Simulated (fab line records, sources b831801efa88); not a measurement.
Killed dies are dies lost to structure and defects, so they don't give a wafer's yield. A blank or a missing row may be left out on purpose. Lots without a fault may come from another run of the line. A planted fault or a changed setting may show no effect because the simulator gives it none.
Which tool did it? | flow gf180mcu | 13 lots, 38 wafers sampled, at 3 steps of a route of 602

WHAT THE GAUGES READ, wafer by wafer
GF_V5_BOW_MEAS_05. Usual: V5_BOW 137 um, standard deviation 9.8.
lot  | measured     | on            | V5_BOW (um) | flag
L112 | day 26 13:23 | film_metro-04 | 124 139 126 |
L113 | day 26 22:10 | film_metro-02 | 147 156 151 |
L114 | day 27 02:39 | film_metro-02 | 130 134 132 |
L115 | day 27 14:21 | film_metro-02 | 127 123 133 |
L117 | day 27 21:15 | film_metro-02 | 118 136 137 |
L116 | day 27 21:58 | film_metro-02 | 137 138 129 |
L122 | day 29 10:59 | film_metro-02 | 131 130     |
L129 | day 31 08:58 | film_metro-02 | 117 131 117 |
L131 | day 31 22:11 | film_metro-04 | 146 133 149 |
L132 | day 32 03:46 | film_metro-04 | 135 147 137 |
L133 | day 32 07:03 | film_metro-04 | 136 141 148 |
L134 | day 32 17:35 | film_metro-04 | 152 147 141 |
L135 | day 33 00:10 | film_metro-01 | 154 148 145 |

WHICH TOOL RAN EACH LOT (tool, then ch and the chambers of the sampled wafers, then the start)
lot  | GF_V5_CVD_02                    | GF_V5_CMP_04
L112 | pecvd-02 ch 1,2, day 26 12:55   | cmp-02 ch 0,1,2, day 26 13:05
L113 | pecvd-03 ch 0,1,2, day 26 21:41 | cmp-01 ch 0,3, day 26 21:51
L114 | pecvd-01 ch 0,1,2, day 27 02:10 | cmp-01 ch 0,2,3, day 27 02:23
L115 | pecvd-01 ch 0,1,2, day 27 13:53 | cmp-02 ch 0,1,2, day 27 14:06
L117 | pecvd-01 ch 1,2, day 27 20:47   | cmp-01 ch 0,2,3, day 27 20:57
L116 | pecvd-02 ch 1,2, day 27 21:29   | cmp-02 ch 1,2, day 27 21:43
L122 | pecvd-03 ch 0,1, day 29 10:26   | cmp-01 ch 2,3, day 29 10:48
L129 | pecvd-02 ch 1,2, day 31 08:28   | cmp-01 ch 1,2,3, day 31 08:41
L131 | pecvd-01 ch 0,1,2, day 31 21:43 | cmp-02 ch 0,2,3, day 31 21:56
L132 | pecvd-03 ch 0,1,2, day 32 03:17 | cmp-01 ch 0,2,3, day 32 03:34
L133 | pecvd-01 ch 0,2, day 32 06:32   | cmp-01 ch 2,3, day 32 06:46
L134 | pecvd-02 ch 0,1, day 32 17:05   | cmp-01 ch 0,1,2, day 32 17:16
L135 | pecvd-03 ch 0,1, day 32 23:41   | cmp-02 ch 1,2,3, day 32 23:57
- GF_V5_CVD_02: deposits SiO2 from TEOS, target thk 1450 nm, time 163.28 s.
- GF_V5_CMP_04: polishes SiO2.

WHAT THE TOOLS THEMSELVES READ (means of the sampled wafers that have a number; where no wafer has one, the mark that the record gives instead)
GF_V5_CVD_02. Usual: heater_power_w 665 W, standard deviation 110.
lot  | tool     | heater_power_w (W) | flag
L112 | pecvd-02 | 669                |
L113 | pecvd-03 | 643                |
L114 | pecvd-01 | 686                |
L115 | pecvd-01 | 692                |
L117 | pecvd-01 | 721                |
L116 | pecvd-02 | 676                |
L122 | pecvd-03 | 711                |
L129 | pecvd-02 | 654                |
L131 | pecvd-01 | 652                |
L132 | pecvd-03 | 624                |
L133 | pecvd-01 | 785                |
L134 | pecvd-02 | 663                |
L135 | pecvd-03 | 615                |

GF_V5_CMP_04. Usual: motor_current_A 11.9 A, standard deviation 1.3.
lot  | tool   | motor_current_A (A) | flag
L112 | cmp-02 | 13.2                |
L113 | cmp-01 | 12.7                |
L114 | cmp-01 | 11.8                |
L115 | cmp-02 | 13.2                |
L117 | cmp-01 | 11.7                |
L116 | cmp-02 | 12.9                |
L122 | cmp-01 | 11.4                |
L129 | cmp-01 | 10.7                |
L131 | cmp-02 | 12.7                |
L132 | cmp-01 | 12.1                |
L133 | cmp-01 | 11.8                |
L134 | cmp-01 | 10.8                |
L135 | cmp-02 | 12.7                |

THE ANSWER, worked out from the rows above alone
Rule: a lot is off if the mean of its wafers that have a number lies more than 3 standard deviations from the usual mean. A lot without any number at a reading at which 4 lots or more have one is off too. The other lots that the step has rows for count as sound. The gauges are gone through in route order, then the tools' own readings, and for those a lot's mean is taken as printed above. The first step at which some lot is off is used, and at that step the reading that is off furthest; a lot without a number counts as furthest.
No lot is off at any reading shown: from this, nothing can be told.

WHAT THE SIMULATOR HAD PUT IN
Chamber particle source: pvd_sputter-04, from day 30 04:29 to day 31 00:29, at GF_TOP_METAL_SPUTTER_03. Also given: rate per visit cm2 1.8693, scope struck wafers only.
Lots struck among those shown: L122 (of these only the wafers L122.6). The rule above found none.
